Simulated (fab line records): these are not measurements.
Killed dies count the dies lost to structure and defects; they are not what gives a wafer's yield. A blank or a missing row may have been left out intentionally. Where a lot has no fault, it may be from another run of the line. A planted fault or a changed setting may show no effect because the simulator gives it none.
Problem report in the 8D (eight disciplines) form, filled by code + flow gf180mcu + the parts of the form that need people (team, actions taken, sign-off) are left out

1. PROBLEM STATEMENT
cd_nm at GF_V3_CD_MEAS_14 reads a mean of 249.3 nm on 6 wafers of 2 lots; wafers without a fault read 259.7 nm with a standard deviation of 1.2. That puts it -8.6 standard deviations away from the usual mean.
The step: target cd 260 nm.
The first sign was on wafer L829.2 at day 24 06:25, on cd_sem-02. Wafers with a number at this step in the record: 36, from 12 lots. Rule for "out" (also "out of limits"): further than 4 standard deviations from the usual mean. The other wafers with a number count as sound.

2. WHAT IT IS AND WHAT IT IS NOT
| question                    | is                     | is not                                                                                                              |
|-----------------------------|------------------------|---------------------------------------------------------------------------------------------------------------------|
| which readings at this step | cd_nm                  | -                                                                                                                   |
| which lots                  | L829, L833             | L825, L837, L838, L840, L841, L842, L843, L844, L845, L846                                                          |
| which wafers of those lots  | all that have a number | -                                                                                                                   |
| read on which gauges        | cd_sem-02              | cd_sem-01                                                                                                           |
| when                        | from day 24 06:25      | up to then (3 sound wafers); but 27 sound wafers of L837, L838, L840, L841, L842, L843, L844, L845, L846 came after |

3. SUSPECTS, AND WHAT RULES EACH OUT
Counting: a tool at any process step up to the reading remains a suspect when it ran all the lots that are out and ran no sound lot after the first of those.
- the gauge at GF_V3_CD_MEAS_14: ruled out. All the wafers that are out were read on cd_sem-02, but those of them that GF_V3_SOFTBAKE_10 has rows for are out there too, on other tools.
- pvd_sputter-02 at GF_M3_SPUTTER_03 (material Ti, target thk 10 nm, time 6.7 s): ruled out as a lasting fault. The sound lots L843, L845 went through it after L829, its earliest lot that is out (day 22 07:11).
- litho_track-03 at GF_V3_SOFTBAKE_10 (time 60 s): ruled out as a lasting fault. The sound lots L840, L841, L842, L844, L846 went through it after L829, its earliest lot that is out (day 23 19:00).
Left after counting: nothing in the record.

4. THE CAUSE (what the simulator had put in)
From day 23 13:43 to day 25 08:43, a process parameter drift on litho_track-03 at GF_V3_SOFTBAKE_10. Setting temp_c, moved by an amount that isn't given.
It was ruled out by counting, in error; the rule expects a fault to strike all lots run on its tool from its start on, and this fault did not.

5. SEQUENCE OF EFFECTS, ordered by route
Each row: a reading where the mean over the struck wafers with a number is more than 3 standard deviations away from the usual. Only readings whose record carries a usual standard deviation are examined. hours: median over the lots of the time between each lot's start at the first step of this table that gives one and its start at this step. sigmas: the change, counted in usual standard deviations.
| hours | step              | reading              | usual    | on struck wafers | change | sigmas |
|-------|-------------------|----------------------|----------|------------------|--------|--------|
| 0     | GF_V3_SOFTBAKE_10 | heater_power_total_W | 93.05 W  | 88.69            | -4.36  | -78    |
| 0     | GF_V3_SOFTBAKE_10 | plate_temp_C         | 130.01 C | 125.28           | -4.73  | -34    |
| 12    | GF_V3_CD_MEAS_14  | cd_nm                | 259.7 nm | 249.3            | -10.3  | -8.6   |
Its process steps:
- GF_V3_SOFTBAKE_10: time 60 s.

6. WHAT WOULD HAVE CAUGHT IT SOONER
Counted from the fault's start at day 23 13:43, it took 17 hours until the first out-of-limits reading at a measuring or inspecting step in this record, taken at day 24 06:25.
Tool's own readings at GF_V3_SOFTBAKE_10, heater_power_total_W, plate_temp_C: out on all struck wafers the step has rows for; an alarm limit on them would have tripped on the first.
